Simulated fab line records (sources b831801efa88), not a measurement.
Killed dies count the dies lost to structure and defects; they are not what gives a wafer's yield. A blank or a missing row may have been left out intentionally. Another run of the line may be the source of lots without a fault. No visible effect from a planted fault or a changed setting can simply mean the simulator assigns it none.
Which tool is to blame? | flow gf180mcu | 11 lots, 33 wafers sampled, at 1 step of a route of 602

== WHAT EACH GAUGE READ, for each wafer ==
GF_V2_OVL_MEAS_15. Usual: V2_OVL typically reads 2 nm, with standard deviation 5.2.
lot  | measured     | on         | V2_OVL (nm) | flag
L772 | day 21 02:58 | overlay-01 | -2 -4 -4    |
L773 | day 21 07:25 | overlay-01 | -6 -2 -2    |
L774 | day 22 06:16 | overlay-01 | 2 5 5       |
L777 | day 23 20:22 | overlay-01 | 0 -1 -8     |
L780 | day 24 17:14 | overlay-01 | -1 4 -1     |
L783 | day 25 11:54 | overlay-02 | 9 12 8      |
L782 | day 25 14:19 | overlay-01 | -3 -3 -6    |
L785 | day 25 21:17 | overlay-02 | -3 -5 -4    |
L791 | day 27 13:11 | overlay-02 | 0 -1 4      |
L792 | day 27 22:44 | overlay-01 | 9 3 7       |
L793 | day 28 01:46 | overlay-02 | 11 12 15    |

== WHICH TOOL RAN EACH LOT (tool, then ch and the chambers of the sampled wafers, then the start) ==
No process step before these readings appears in the record.

== WHAT THE TOOLS THEMSELVES READ (means of the sampled wafers that have a number; where no wafer has one, the mark that the record gives instead) ==
The record holds no such reading with a usual standard deviation.

== THE ANSWER, worked out from the rows above alone ==
Rule: a lot counts as off when the mean over its wafers that have a number is more than 3 standard deviations away from the usual mean. Also off: a lot with no number at a reading for which 4 or more lots have one. The other lots that the step has rows for count as sound. First the gauges in route order, then the tools' own readings, where a lot's mean is used as printed above. The first step at which some lot is off is used, and at that step the reading that is off furthest; a lot without a number counts as furthest.
No lot is off on any of the readings shown, so nothing can be concluded from this.

== WHAT THE SIMULATOR HAD PUT IN ==
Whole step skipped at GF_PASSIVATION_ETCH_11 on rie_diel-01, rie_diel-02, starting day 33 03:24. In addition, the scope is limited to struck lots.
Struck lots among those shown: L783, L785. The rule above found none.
